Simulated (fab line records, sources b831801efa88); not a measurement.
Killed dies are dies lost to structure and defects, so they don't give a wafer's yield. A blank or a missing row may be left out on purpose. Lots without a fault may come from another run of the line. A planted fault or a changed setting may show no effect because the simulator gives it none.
fab line records | flow sky130
record lots=6 wafers=18 last_day=50
route steps=708 shown VIA3@577 METAL4@598 CAP2M@603 PAD_OPEN@708
lots that met no fault: from a run of the same line without faults
start_h: hours from the record's first day to the start of the lot's first wafer shown | wait_h: hours since the lot's step before | " the same as in the row above | L1.1+2: a row that stands for several wafers | - no value, or no start given | * or withheld: withheld | < > ~ a bound
route shown NAME@n: a module of which the file shows steps, and the number in the route of the first | usual: mean/standard deviation of fault-free wafers | same: alike in all rows | chamber/n: place in a boat | sites: the reading at each site | _std_site: their standard deviation | _edge_site: outer sites' mean less inner sites' | radius_mm: how far each site lies from the wafer's centre | mask NAME#n: copy n | behind: the tool/chamber that last shaped the wafer | hold: why the lot was held/for how many hours/how that ended | device: the transistor (n, p or np) that didn't switch | end of line: the same wafers' tests at the end of the route | a step without rows: its recipe alone | killed: dies lost to structure and defects at the first sort, not the wafer's yield | map: a wafer's dies, x killed, . not, _ none there
set.NAME: the setting as run; set.NAME@STEP: as run at that earlier step | model.NAME: the simulator's own value behind a step, which no gauge read
lots at some steps of the route; a table a step, a row a wafer
services: from which hour (start_h, from the record's first day; less than 0 if before it) a tool's chamber was out of use, for how many hours, and why
## steps
# step SKY_VIA3_DEHYDRATE_04
# recipe temp_c=200 time_s=60
# step SKY_VIA3_HMDS_05
# recipe prime_time_s=60 prime_temp_c=120
# step SKY_VIA3_COAT_06
# recipe resist=BARC temp_c=withheld time_s=withheld spin_rpm=3000 resist_thk_nm=60
# step SKY_VIA3_COAT_07
# recipe resist=KrF-thick spin_rpm=3000 resist_thk_nm=450
# step SKY_VIA3_SOFTBAKE_08
# recipe temp_c=99.34 time_s=90 resist=KrF-thick
# step SKY_VIA3_EXPOSE_09
# recipe mask_id=VIM3 na=0.8 source_shape=annular sigma_inner=0.55 sigma_outer=0.85 target_cd_nm=200 dose_mj=38
# step SKY_VIA3_PEB_10
# recipe peb_temp_c=withheld peb_time_s=withheld resist=KrF-thick
# step SKY_VIA3_DEVELOP_11
# recipe develop_time_s=60 resist=KrF-thick dev_temp_c=21
# step SKY_VIA3_CD_MEAS_12
# recipe target_cd_nm=200
# usual cd_nm=200.2/1.6
# columns lot.wafer tool chamber start_h wait_h cd_nm
L494.1 cd_sem-02 - 932.20 - 200.9
L494.2 " - " " 199.8
L494.4 " - " " 200.3
L500.1 cd_sem-02 - 976.87 - 198.8
L500.4 " - " " 199.7
L500.5 " - " " 198.7
L502.2 cd_sem-01 - 990.97 - 201.3
L502.3 " - " " 200.6
L502.5 " - " " 200.0
L511.2 cd_sem-01 - 1055.57 - 201.0
L511.4 " - " " 202.9
L511.6 " - " " 202.4
L513.1 cd_sem-01 - 1064.70 - 200.6
L513.4 " - " " 201.5
L513.6 " - " " 200.8
L514.1 cd_sem-02 - 1065.83 - 201.6
L514.3 " - " " 200.6
L514.4 " - " " 202.7
# step SKY_VIA3_OVL_MEAS_13
# usual VIA3_OVL=2/5.2
# columns lot.wafer tool chamber start_h wait_h VIA3_OVL[nm]
L494.1 overlay-02 - 932.32 0.1 -1
L494.2 " - " " 1
L494.4 " - " " 8
L500.1 overlay-01 - 976.99 0.1 1
L500.4 " - " " -2
L500.5 " - " " 9
L502.2 overlay-02 - 991.08 0.1 -2
L502.3 " - " " -1
L502.5 " - " " -4
L511.2 overlay-01 - 1055.68 0.1 5
L511.4 " - " " 12
L511.6 " - " " 5
L513.1 overlay-01 - 1064.82 0.1 11
L513.4 " - " " 13
L513.6 " - " " 5
L514.1 overlay-01 - 1065.95 0.1 -7
L514.3 " - " " -11
L514.4 " - " " -5
# step SKY_VIA3_ETCH_14
# recipe chemistry=N2/H2 target=BARC ion_energy_ev=200 source_w=500 bias_w=100 pressure_mtorr=30 n2_flow_sccm=100 h2_flow_sccm=200 stop_on=SiO2 time_s=45.9 target_depth_a=600
# usual drypump_motor_current_A=5.8/0.44 oes_product_au=0.855/0.0047 throttle_valve_pct=13.224/0.0098
# columns lot.wafer tool chamber start_h wait_h drypump_motor_current_A oes_product_au rf_hours_counter_h throttle_valve_pct
L494.1 rie_diel-01 2 932.36 0.0 4.8 0.861 20 13.222
L494.2 " 1 " " 6.2 0.851 27 13.216
L494.4 " 0 " " 6.2 0.856 27 13.226
L500.1 rie_diel-01 2 977.03 0.0 4.8 0.852 22 13.222
L500.4 " 2 " " 4.9 0.855 - 13.221
L500.5 " 1 " " 6.2 0.854 - 13.223
L502.2 rie_diel-03 0 991.11 0.0 6.1 0.854 17 13.226
L502.3 " 3 " " 5.7 0.857 15 13.232
L502.5 " 3 " " 5.7 0.851 - 13.222
L511.2 rie_diel-03 3 1055.71 0.0 5.7 0.850 19 13.231
L511.4 " 0 " " 6.1 0.855 - 13.215
L511.6 " 3 " " 5.7 0.858 - 13.235
L513.1 rie_diel-03 3 1064.86 0.0 5.7 0.852 19 13.215
L513.4 " 3 " " 5.7 0.859 - 13.221
L513.6 " 1 " " 5.9 0.848 - 13.229
L514.1 rie_diel-01 1 1065.98 0.0 6.2 0.850 1 13.225
L514.3 " 3 " " 6.2 0.866 20 13.212
L514.4 " 2 " " 4.8 0.850 25 13.219
# step SKY_VIA3_ETCH_15
# recipe target=SiO2 chemistry=C4F8/O2/Ar target_depth_nm=507 stop_on=TiN mask_material=KrF-thick source_w=1500 bias_w=1200 pressure_mtorr=40 c4f8_flow_sccm=withheld O2_flow_sccm=6 Ar_flow_sccm=300 time_s=78
# step SKY_VIA3_STRIP_16
# recipe chemistry=O2/N2 power_w=1400 pressure_mtorr=1500 platen_temp_c=withheld o2_flow_sccm=3000 n2_flow_sccm=300 overash_fraction=0.5
# usual drypump_motor_current_A=5.7/0.38 oes_product_au=0.402/0.0049 strip_time_to_endpoint_s=4.143/0.027
# columns lot.wafer tool chamber start_h wait_h drypump_motor_current_A oes_product_au rf_hours_counter_h strip_time_to_endpoint_s
L494.1 plasma_asher-01 1 932.46 0.0 6.2 0.403 113 4.163
L494.2 " 0 " " 5.4 0.404 113 4.143
L494.4 " 0 " " 5.4 0.404 - 4.129
L500.1 plasma_asher-02 1 977.13 0.0 5.4 0.400 53 4.133
L500.4 " 0 " " 5.3 0.411 - 4.154
L500.5 " 0 " " 5.3 0.404 - 4.115
L502.2 plasma_asher-04 1 991.21 0.0 6.1 0.399 26 4.135
L502.3 " 0 " " 5.7 0.401 - 4.164
L502.5 " 1 " " 6.1 0.401 - 4.138
L511.2 plasma_asher-02 0 1055.81 0.0 5.3 0.397 60 4.163
L511.4 " 1 " " 5.4 0.405 - 4.114
L511.6 " 1 " " 5.4 0.400 - 4.138
L513.1 plasma_asher-01 0 1064.96 0.0 5.4 0.398 0 4.157
L513.4 " 1 " " 6.2 0.409 - 4.146
L513.6 " 1 " " 6.2 0.403 - 4.134
L514.1 plasma_asher-01 1 1066.08 0.0 6.2 0.406 0 4.179
L514.3 " 0 " " 5.5 0.411 - 4.178
L514.4 " 1 " " 6.2 0.398 - 4.165
# step SKY_VIA3_STRIP_17
# recipe chemistry=post_etch_residue_remover time_s=1200 temp_c=72.5
# step SKY_VIA3_CLEAN_18
# recipe chemistry=IPA time_s=180 temp_c=25
# step SKY_VIA3_CLEAN_19
# recipe chemistry=O3/DIW dry=n2_spin
# step SKY_VIA3_SPUTTER_20
# recipe material=TiN target_thk_nm=20 chamber_pressure_pa=5 power_w=4000 time_s=80
# step SKY_VIA3_CVD_21
# recipe material=W target_thk_nm=390 time_s=117.31 temp_c=400 pressure_torr=40
# step SKY_VIA3_RS_MEAS_22
# recipe thk_meas_gauge=four-point-probe reads=W_of_VIA3_CVD_21+TiN_of_VIA3_SPUTTER_20
# usual VIA3_W_RS=0.2953/0.0027
# columns lot.wafer tool chamber start_h wait_h VIA3_W_RS[ohm/sq]
L494.1 film_metro-04 - 933.27 0.1 0.2948
L494.2 " - " " 0.2936
L494.4 " - " " 0.2984
L500.1 film_metro-04 - 977.91 0.1 0.2972
L500.4 " - " " 0.2921
L500.5 " - " " 0.2921
L502.2 film_metro-04 - 992.05 0.1 0.2957
L502.3 " - " " 0.2983
L502.5 " - " " 0.2952
L511.2 film_metro-01 - 1056.61 0.1 0.2910
L511.4 " - " " 0.2907
L511.6 " - " " 0.2924
L513.1 film_metro-01 - 1065.78 0.1 0.2965
L513.4 " - " " 0.2969
L513.6 " - " " 0.2958
L514.1 film_metro-03 - 1066.88 0.1 0.2925
L514.3 " - " " 0.2920
L514.4 " - " " 0.2950
# step SKY_VIA3_THK_MEAS_23
# recipe thk_meas_gauge=xrf reads=W_of_VIA3_CVD_21
# usual VIA3_W_THK=393/6
# columns lot.wafer tool chamber start_h wait_h VIA3_W_THK[nm]
L494.1 film_metro-04 - 933.39 0.1 386
L494.2 " - " " 391
L494.4 " - " " 384
L500.1 film_metro-04 - 978.03 0.1 387
L500.4 " - " " 394
L500.5 " - " " 396
L502.2 film_metro-04 - 992.16 0.1 396
L502.3 " - " " 394
L502.5 " - " " 397
L511.2 film_metro-01 - 1056.72 0.1 403
L511.4 " - " " 405
L511.6 " - " " 402
L513.1 film_metro-01 - 1065.90 0.1 398
L513.4 " - " " 395
L513.6 " - " " 401
L514.1 film_metro-03 - 1067.00 0.1 394
L514.3 " - " " 387
L514.4 " - " " 389
# step SKY_VIA3_CMP_24
# recipe stop_on=SiO2 t_overpolish_s=20 down_force_psi=3.5 platen_rpm=60 target_thk_nm=0 pad_velocity_m_s=0.94248
# step SKY_METAL4_SPUTTER_00
# recipe material=Ti target_thk_nm=15 power_w=3000 time_s=10 chamber_pressure_pa=0.4
# step SKY_METAL4_SPUTTER_01
# recipe material=TiN target_thk_nm=20 power_w=6500 time_s=16.7 chamber_pressure_pa=0.4
# step SKY_METAL4_SPUTTER_02
# recipe material=AlCu target_thk_nm=735 power_w=10600 time_s=39.1 chamber_pressure_pa=0.4
# step SKY_METAL4_SPUTTER_03
# recipe material=Ti target_thk_nm=5 power_w=3000 time_s=3.3 chamber_pressure_pa=0.4
# step SKY_METAL4_SPUTTER_04
# recipe material=TiN target_thk_nm=70 power_w=6500 time_s=58.3 chamber_pressure_pa=0.4
# usual throttle_valve_pct=30.6/0.88
# columns lot.wafer tool chamber start_h wait_h throttle_valve_pct
L494.1 pvd_sputter-01 - 933.85 0.0 32.2
L494.2 " - " " 31.0
L494.4 " - " " 30.7
L500.1 pvd_sputter-02 - 978.49 0.0 30.3
L500.4 " - " " 31.6
L500.5 " - " " 30.4
L502.2 pvd_sputter-02 - 992.61 0.0 29.6
L502.3 " - " " 30.5
L502.5 " - " " 30.1
L511.2 pvd_sputter-02 - 1057.18 0.0 30.2
L511.4 " - " " 30.0
L511.6 " - " " 30.7
L513.1 pvd_sputter-01 - 1066.36 0.0 31.9
L513.4 " - " " 28.5
L513.6 " - " " 30.8
L514.1 pvd_sputter-02 - 1067.46 0.0 31.6
L514.3 " - " " 30.3
L514.4 " - " " 30.4
# step SKY_CAP2M_CVD_00
# recipe material=SiO2 target_thk_nm=15.5 temp_c=400 time_s=withheld rf_w=450
# usual heater_power_w=727/110
# columns lot.wafer tool chamber start_h wait_h heater_power_w
L494.1 pecvd-03 2 933.90 0.0 574
L494.2 " 1 " " 845
L494.4 " 1 " " 829
L500.1 pecvd-04 2 978.54 0.0 722
L500.4 " 0 " " 866
L500.5 " 1 " " 566
L502.2 pecvd-04 2 992.66 0.0 748
L502.3 " 2 " " 735
L502.5 " 2 " " 741
L511.2 pecvd-03 0 1057.23 0.0 732
L511.4 " 1 " " 754
L511.6 " 0 " " 756
L513.1 pecvd-03 2 1066.41 0.0 529
L513.4 " 2 " " 513
L513.6 " 1 " " 785
L514.1 pecvd-01 0 1067.51 0.0 688
L514.3 " 2 " " 721
L514.4 " 0 " " 666
# step SKY_CAP2M_THK_MEAS_01
# recipe reads=SiO2_of_CAP2M_CVD_00
# usual CAP2M_CVD_00_THK=15.49/0.23
# columns lot.wafer tool chamber start_h wait_h CAP2M_CVD_00_THK[nm]
L494.1 film_metro-02 - 933.92 - 15.53
L494.2 " - " " 15.42
L494.4 " - " " 15.53
L500.1 film_metro-02 - 978.56 - 15.57
L500.4 " - " " 15.35
L500.5 " - " " 15.46
L502.2 film_metro-01 - 992.70 - 15.55
L502.3 " - " " 15.65
L502.5 " - " " 15.56
L511.2 film_metro-04 - 1057.26 - 15.56
L511.4 " - " " 15.81
L511.6 " - " " 16.03
L513.1 film_metro-02 - 1066.44 - 15.46
L513.4 " - " " 15.70
L513.6 " - " " 15.35
L514.1 film_metro-02 - 1067.53 - 15.20
L514.3 " - " " 15.22
L514.4 " - " " 15.47
# step SKY_CAP2M_SPUTTER_02
# recipe material=TiN target_thk_nm=200 temp_c=300 power_w=6388 time_s=166.7 chamber_pressure_pa=0.4
# usual throttle_valve_pct=30.5/1.1
# columns lot.wafer tool chamber start_h wait_h throttle_valve_pct
L494.1 pvd_sputter-03 - 933.98 0.1 30.9
L494.2 " - " " 30.3
L494.4 " - " " 29.6
L500.1 pvd_sputter-03 - 978.62 0.1 30.4
L500.4 " - " " 30.9
L500.5 " - " " 30.1
L502.2 pvd_sputter-03 - 992.75 0.0 30.2
L502.3 " - " " 31.0
L502.5 " - " " 29.9
L511.2 pvd_sputter-04 - 1057.31 0.0 32.5
L511.4 " - " " 31.1
L511.6 " - " " 32.7
L513.1 pvd_sputter-04 - 1066.50 0.1 32.7
L513.4 " - " " 28.9
L513.6 " - " " 32.4
L514.1 pvd_sputter-03 - 1067.59 0.1 31.1
L514.3 " - " " 31.0
L514.4 " - " " 29.7
# step SKY_CAP2M_RS_MEAS_03
# recipe thk_meas_gauge=four-point-probe reads=TiN_of_CAP2M_SPUTTER_02
# usual CAP2M_TIN_RS=7.05/0.088
# columns lot.wafer tool chamber start_h wait_h CAP2M_TIN_RS[ohm/sq]
L494.1 film_metro-02 - 934.09 0.1 7.13
L494.2 " - " " 7.06
L494.4 " - " " 7.05
L500.1 film_metro-01 - 978.73 0.1 7.07
L500.4 " - " " 7.08
L500.5 " - " " 7.12
L502.2 film_metro-04 - 992.88 0.1 7.02
L502.3 " - " " 7.04
L502.5 " - " " 6.98
L511.2 film_metro-02 - 1057.44 0.1 6.92
L511.4 " - " " 7.06
L511.6 " - " " 6.96
L513.1 film_metro-04 - 1066.60 0.1 7.03
L513.4 " - " " 7.10
L513.6 " - " " 6.99
L514.1 film_metro-04 - 1067.70 0.1 7.01
L514.3 " - " " 6.98
L514.4 " - " " 6.94
# step SKY_CAP2M_THK_MEAS_04
# recipe thk_meas_gauge=xrf reads=TiN_of_CAP2M_SPUTTER_02
# usual CAP2M_TIN_THK=198.5/2.5
# columns lot.wafer tool chamber start_h wait_h CAP2M_TIN_THK[nm]
L494.1 film_metro-02 - 934.21 0.1 194.8
L494.2 " - " " 196.2
L494.4 " - " " 196.3
L500.1 film_metro-01 - 978.85 0.1 199.1
L500.4 " - " " 199.4
L500.5 " - " " 197.3
L502.2 film_metro-04 - 992.99 0.1 200.0
L502.3 " - " " 199.2
L502.5 " - " " 200.0
L511.2 film_metro-02 - 1057.55 0.1 200.2
L511.4 " - " " 196.5
L511.6 " - " " 198.0
L513.1 film_metro-04 - 1066.72 0.1 198.9
L513.4 " - " " 197.7
L513.6 " - " " 200.0
L514.1 film_metro-04 - 1067.82 0.1 199.0
L514.3 " - " " 200.8
L514.4 " - " " 201.4
# step SKY_CAP2M_DEHYDRATE_05
# recipe temp_c=200 time_s=60
# step SKY_CAP2M_HMDS_06
# recipe prime_time_s=60 prime_temp_c=120
# step SKY_CAP2M_COAT_07
# recipe resist=NOVOLAK spin_rpm=3000 resist_thk_nm=1140
# step SKY_CAP2M_SOFTBAKE_08
# recipe temp_c=90 time_s=60 resist=NOVOLAK
# step SKY_CAP2M_EXPOSE_09
# recipe mask_id=CAP2M na=0.6 source_shape=conventional sigma_outer=0.6 polarization=unpolarized target_cd_nm=1000 dose_mj=159
# step SKY_CAP2M_PEB_10
# recipe temp_c=withheld time_s=* resist=NOVOLAK
# step SKY_CAP2M_DEVELOP_11
# recipe resist=NOVOLAK developer=TMAH develop_time_s=60 dev_temp_c=23
# step SKY_CAP2M_OVL_MEAS_12
# usual CAP2M_OVL=-0.8/1.6
# columns lot.wafer tool chamber start_h wait_h CAP2M_OVL[nm]
L494.1 overlay-01 - 957.92 0.1 -0.7
L494.2 " - " " -0.3
L494.4 " - " " -0.7
L500.1 overlay-02 - 1002.03 0.1 1.2
L500.4 " - " " 3.1
L500.5 " - " " 0.4
L502.2 overlay-02 - 1015.77 0.1 -1.9
L502.3 " - " " -4.2
L502.5 " - " " -2.2
L511.2 overlay-01 - 1079.12 0.1 -2.9
L511.4 " - " " -3.1
L511.6 " - " " -3.8
L513.1 overlay-01 - 1087.13 0.1 1.3
L513.4 " - " " 2.3
L513.6 " - " " 1.2
L514.1 overlay-02 - 1088.88 0.1 0.5
L514.3 " - " " 0.5
L514.4 " - " " 1.6
# step SKY_CAP2M_METAL_ETCH_13
# recipe target_depth_nm=220 stop_on=SiO2 chemistry=Cl2/BCl3 target=TiN pressure_mtorr=10 icp_w=900 bias_w=48.5 Cl2_flow_sccm=60 bcl3_flow_sccm=30 time_s=62.9
# usual drypump_motor_current_A=5.9/0.37 oes_product_au=0.931/0.0076 throttle_valve_pct=21.907/0.011
# columns lot.wafer tool chamber start_h wait_h drypump_motor_current_A oes_product_au rf_hours_counter_h throttle_valve_pct
L494.1 rie_metal-02 0 957.95 0.0 5.5 0.931 5 21.905
L494.2 " 1 " " 5.9 0.924 14 21.908
L494.4 " 0 " " 5.4 0.934 - 21.917
L500.1 rie_metal-03 1 1002.07 0.0 5.8 0.928 5 21.894
L500.4 " 0 " " 6.4 0.921 - 21.922
L500.5 " 1 " " 5.8 0.930 - 21.925
L502.2 rie_metal-02 1 1015.80 0.0 5.8 0.930 18 21.906
L502.3 " 0 " " 5.4 0.926 - 21.887
L502.5 " 0 " " 5.4 0.934 - 21.908
L511.2 rie_metal-03 1 1079.15 0.0 5.8 0.940 10 21.893
L511.4 " 0 " " 6.4 0.930 - 21.904
L511.6 " 1 " " 5.8 0.935 - 21.912
L513.1 rie_metal-02 1 1087.17 0.0 5.8 0.933 23 21.907
L513.4 " 0 " " 5.4 0.923 - 21.914
L513.6 " 0 " " 5.5 0.945 - 21.900
L514.1 rie_metal-04 0 1088.92 0.0 5.5 0.931 16 21.903
L514.3 " 0 " " 5.5 0.937 - 21.907
L514.4 " 1 " " 6.4 0.942 - 21.902
# step SKY_CAP2M_STRIP_14
# recipe chemistry=O2/N2 power_w=1400 pressure_mtorr=1500 platen_temp_c=withheld o2_flow_sccm=3000 n2_flow_sccm=300 overash_fraction=0.5
# step SKY_CAP2M_STRIP_15
# recipe chemistry=post_etch_residue_remover time_s=1200 temp_c=72.5
# step SKY_PAD_OPEN_PROBE_99
# usual defect_limited_yield=82.8/1.8 killed_at_M0_to_M3=43/6.3 killed_at_M4_up=3.1/1.9 killed_at_contacts=24/5.1 killed_at_front_end=14/4.3 killed_at_other=0.3/0.53 killed_dies=85/8.8 killed_open=46/7.1 killed_short=38/5.9 sort_bin_3_pad_short=0.8/0.41 sort_bin_5_function=10.4/1.5 sort_bin_6_memory=6.1/1.1 sort_n_pass=407/8.8 sort_yield_pct=82.8/1.8
# same gross_dies=492 killed_at_back_side=0 sort_bin_4_leakage[%]=0 sort_bin_8_speed[%]=0
# columns lot.wafer tool chamber start_h wait_h defect_limited_yield[%] killed_at_M0_to_M3 killed_at_M4_up killed_at_contacts killed_at_front_end killed_at_other killed_dies killed_open killed_short sort_bin_3_pad_short[%] sort_bin_5_function[%] sort_bin_6_memory[%] sort_n_pass sort_yield_pct[%] model.etest.tester.sort_n_pass model.etest.tester.sort_yield_pct model.etest.tester.sort_bin_5_pct model.etest.tester.sort_bin_3_pct
L500.1 prober-02 - 1118.47 0.1 80.9 56 8 21 9 0 94 49 45 1.4 12.0 5.7 398 80.9 398 80.89 11.99 1.423
L500.4 prober-02 - 1118.62 0.2 82.3 49 4 27 6 1 87 44 43 0.8 11.0 5.9 405 82.3 405 82.32 10.98 0.813
L500.5 prober-02 - 1118.67 0.2 79.9 55 5 27 11 1 99 63 36 1.6 12.0 6.5 393 79.9 393 79.88 11.99 1.626
L502.2 prober-02 - 1127.59 0.1 83.5 35 5 28 13 0 81 40 40 0.8 10.8 4.9 411 83.5 411 83.54 10.77 0.813
L502.3 prober-02 - 1127.64 0.2 82.3 46 5 27 9 0 87 55 32 1.4 9.3 6.9 405 82.3 405 82.32 9.35 1.423
L502.5 prober-02 - 1127.74 0.2 78.3 44 4 35 24 0 107 67 40 1.2 13.6 6.9 385 78.3 385 78.25 13.62 1.22
L513.1 prober-01 - 1186.40 0.1 74.2 81 5 24 17 0 127 42 35 2.8 16.3 6.7 365 74.2 365 74.19 16.26 2.846
L513.4 prober-01 - 1186.55 0.2 75.8 68 1 34 16 0 119 48 32 2.0 13.2 8.9 373 75.8 373 75.81 13.21 2.033
L513.6 prober-01 - 1186.65 0.2 80.1 62 2 18 16 0 98 35 32 3.3 11.6 5.1 394 80.1 394 80.08 11.59 3.252
L514.1 prober-02 - 1187.90 0.1 76.0 72 4 30 12 0 118 39 48 3.5 13.8 6.7 374 76.0 374 76.02 13.82 3.455
L514.3 prober-02 - 1188.00 0.2 71.5 102 2 27 9 0 140 42 43 3.5 15.7 9.3 352 71.5 352 71.54 15.65 3.455
L514.4 prober-02 - 1188.05 0.2 76.6 78 3 21 12 1 115 52 31 2.2 15.0 6.1 377 76.6 377 76.63 15.04 2.236
# killed by level:class
L500.1 VIA1:geometric_particle:open=13 CONTACT:geometric_particle:open=11 METAL1:geometric_particle:short=9 METAL4:geometric_particle:short=7 VIA1:geometric_particle:short=6 VIA2:geometric_particle:open=5 VIA3:geometric_particle:open=5 LOCAL_INTERCONNECT:geometric_particle:short=4
L500.4 VIA1:geometric_particle:open=13 CONTACT:geometric_particle:open=11 METAL2:geometric_particle:short=10 CONTACT:geometric_particle:short=6 VIA2:geometric_particle:open=6 METAL1:geometric_particle:short=5 VIA1:geometric_particle:short=5 LI_CONTACT:geometric_particle:open=4
L500.5 VIA1:geometric_particle:open=20 LI_CONTACT:geometric_particle:open=8 CONTACT:geometric_particle:open=7 VIA3:geometric_particle:open=6 METAL1:geometric_particle:short=5 VIA1:geometric_particle:short=5 METAL2:geometric_particle:short=5 FIELD_ISO:geometric_particle:open=4
L502.2 VIA1:geometric_particle:open=10 CONTACT:geometric_particle:open=7 CONTACT:geometric_particle:short=7 LOCAL_INTERCONNECT:geometric_particle:short=6 LI_CONTACT:geometric_particle:open=5 VIA3:geometric_particle:open=5 FIELD_ISO:geometric_particle:short=4 POLY_GATE:geometric_particle:short=3
L502.3 VIA1:geometric_particle:open=17 LI_CONTACT:geometric_particle:open=10 VIA3:geometric_particle:open=8 CONTACT:geometric_particle:open=8 CONTACT:geometric_particle:short=5 METAL1:geometric_particle:short=5 METAL4:geometric_particle:short=4 FIELD_ISO:geometric_particle:open=3
L502.5 CONTACT:geometric_particle:open=13 VIA1:geometric_particle:open=12 LI_CONTACT:geometric_particle:open=10 FIELD_ISO:geometric_particle:open=8 CONTACT:geometric_particle:short=6 VIA2:geometric_particle:open=6 VIA3:geometric_particle:open=5 FIELD_ISO:geometric_particle:short=4
L513.1 VIA3:unspecified=50 CONTACT:geometric_particle:open=8 VIA1:geometric_particle:open=8 FIELD_ISO:geometric_particle:short=6 CONTACT:geometric_particle:short=6 VIA3:geometric_particle:open=6 METAL1:geometric_particle:short=5 VIA2:geometric_particle:open=5
L513.4 VIA3:unspecified=38 CONTACT:geometric_particle:open=11 CONTACT:geometric_particle:short=8 VIA1:geometric_particle:open=8 POLY_GATE:geometric_particle:open=7 FIELD_ISO:geometric_particle:open=5 LI_CONTACT:geometric_particle:short=5 VIA3:geometric_particle:open=5
L513.6 VIA3:unspecified=31 VIA1:geometric_particle:open=6 FIELD_ISO:geometric_particle:open=4 POLY_GATE:geometric_particle:open=4 POLY_GATE:geometric_particle:short=4 LI_CONTACT:geometric_particle:open=4 LI_CONTACT:geometric_particle:short=4 CONTACT:geometric_particle:open=4
L514.1 VIA3:unspecified=31 CONTACT:geometric_particle:open=12 METAL1:geometric_particle:short=9 CONTACT:geometric_particle:short=7 LI_CONTACT:geometric_particle:open=6 VIA3:geometric_particle:short=5 POLY_GATE:geometric_particle:short=4 LOCAL_INTERCONNECT:geometric_particle:short=4
L514.3 VIA3:unspecified=54 METAL1:geometric_particle:short=10 CONTACT:geometric_particle:open=8 VIA1:geometric_particle:open=8 LI_CONTACT:geometric_particle:open=7 VIA3:geometric_particle:open=6 LOCAL_INTERCONNECT:geometric_particle:short=5 METAL2:geometric_particle:short=5
L514.4 VIA3:unspecified=31 CONTACT:geometric_particle:open=9 METAL2:geometric_particle:short=8 VIA3:geometric_particle:open=8 LI_CONTACT:geometric_particle:open=7 VIA1:geometric_particle:open=7 VIA2:geometric_particle:open=7 FIELD_ISO:geometric_particle:open=6
# map L513.1 (x killed, . not)
__________x........._________
________...........x.._______
______x........x.....x.._____
_____..........x..x..x...____
____..x.....x...........x.___
___x.......................__
__......xx..x......x....x..x_
_.....x.x.x....x..x..x..x....
_...........x......xx.x......
_x.....x...x.xxx.x...xx.x....
_.........x....x.....x.......
_..x....x.........xx.........
_..........x.x....xx.xxx...x.
_x..x....x....x.xxxxxxxx.....
_......x........xxxxxxxxxx...
__.............xxxxxxxxxxx.._
___...x..x..x....xxxxxxx...__
____...x.x.xx.x.x.xxxxxxx.___
_____............x.xxxx..____
______x..........x..xxx._____
________........x....x_______
__________.xxx.....x_________
# map L514.3 (x killed, . not)
__________.....x...._________
________....xx.x......_______
______...xx.x......x..x._____
_____x....x............xx____
____.....x..x...xx........___
___......xx........x.....x.__
__.........x..x..x..x..x...._
_.x.......x.x...x.x...x.x....
_........x.......x..x....x...
_...xx......x............x...
_x.............x....x......x.
_xxx.......x...x...xxxx.x...x
_............xxx..xx.xxx.....
_.x........x.....xxxxxxx.x...
_...x...x..x...xxxxxxxxx.x...
__...x..x....x..xxxxxxxxxx.._
___.x..x......xxxxxxxxxx...__
____.x.x...x.....xxxxxxx..___
_____....x..xx.x.x.xxx...____
______....x.x.....x..x.._____
________..x..x..x....._______
__________.xx..x...._________
## services
# columns tool chamber start_h hours kind
plasma_asher-01 - 917.81 11.4 repair
rie_diel-03 0 923.08 4.2 repair
plasma_asher-02 - 931.53 2.7 repair
plasma_asher-02 - 935.02 3.1 repair
rie_metal-03 - 945.81 0.8 repair
plasma_asher-01 - 961.07 1.9 repair
rie_diel-01 3 966.64 46.5 repair
pecvd-04 1 969.15 5.8 repair
rie_diel-03 2 976.40 111.1 repair
pecvd-04 1 990.52 5.8 repair
rie_diel-01 - 993.07 14.6 pm
plasma_asher-02 - 994.19 0.8 repair
pecvd-04 - 998.69 0.6 repair
pecvd-04 2 1012.54 13.6 repair
pvd_sputter-03 - 1016.42 6.8 repair
pvd_sputter-01 - 1020.79 7.9 repair
pecvd-04 - 1022.37 1.6 repair
rie_diel-01 - 1027.35 0.9 repair
rie_metal-03 - 1028.15 1.4 pm
pecvd-03 0 1040.91 8.5 repair
plasma_asher-01 - 1055.25 9.0 pm
rie_metal-02 - 1067.82 0.2 repair
plasma_asher-02 - 1070.13 3.1 repair
pecvd-03 - 1074.23 14.6 pm
## key
first_sign step=SKY_PAD_OPEN_PROBE_99 reading=killed_at_M0_to_M3 direction=up sigmas=5.4 usual=43 struck=77
effect step=SKY_PAD_OPEN_PROBE_99 reading=sort_bin_3_pad_short direction=up sigmas=5.1 usual=0.8 struck=2.9
model_effect step=SKY_PAD_OPEN_PROBE_99 value=etest.tester.sort_n_pass without=406.2 struck=372.5
met_at SKY_VIA3_STRIP_16
struck_wafers L513.1,L513.4,L513.6,L514.1,L514.3,L514.4
onset_between 932.46 1064.96
also_fits time
fault kind=chamber_particle_source tool=plasma_asher-01 chamber=- onset_h=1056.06 steps=SKY_VIA3_STRIP_16 rate_per_visit_cm2=0.86453 end_h=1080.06
